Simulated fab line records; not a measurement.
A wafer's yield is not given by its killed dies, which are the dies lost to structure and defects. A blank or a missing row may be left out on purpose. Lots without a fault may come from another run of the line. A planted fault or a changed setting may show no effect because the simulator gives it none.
Chamber matching ; flow gf180mcu ; 4 sister chambers for GF_V2_CMP_26 on cmp-02
The step polishes, stops on SiO2, t overpolish 15 s, target thk 0 nm. 8 wafers are shown with their chamber, then 8 later ones without.

== EACH WAFER AND ITS CHAMBER ==
wafer;chamber;motor current A (A);retaining ring pressure frac
L847.1;1;11.5;1.003
L851.1;0;9.4;0.990
L851.3;2;10.6;0.998
L851.5;2;10.5;1.007
L852.1;0;9.9;0.998
L852.2;1;12.0;1.003
L852.6;3;10.1;1.004
L863.1;3;10.2;0.999

== WAFERS WHOSE CHAMBER IS MISSING ==
wafer;motor current A (A);retaining ring pressure frac
L863.3;12.0;1.006
L863.6;11.1;1.003
L864.2;11.6;0.996
L864.5;10.1;1.007
L864.6;10.0;0.996
L867.1;10.4;0.994
L867.4;10.7;0.993
L867.5;12.1;1.004

== WHICH CHAMBER EACH ONE RAN IN ==
wafer;from the rows above;in truth
L863.3;1;1
L863.6;can't be placed: 2 or 1 or 3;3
L864.2;1;1
L864.5;can't be placed: 3 or 2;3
L864.6;can't be placed: 3 or 0 or 2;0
L867.1;can't be placed: 3 or 2 or 0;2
L867.4;can't be placed: 2 or 3 or 0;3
L867.5;1;1
Correctly placed: 3 of 8. Cannot be placed on the basis of these rows: 5; the candidates contain the true chamber in 5. Placed wrongly: 0.
How it was worked out, from the rows above alone: a wafer's distance from a chamber is the root of the sum, over the readings, of the square of ((its reading less the chamber's mean) divided by the reading's scatter). The wafer belongs to the nearest chamber; if the next one is less than 2 further off, it can't be placed. The mean given for a chamber averages the wafers shown for that chamber. How the scatter is found: for the shown wafers, subtract from each reading the mean of its chamber, square and add these, divide the total by (wafers less chambers), then take the root.
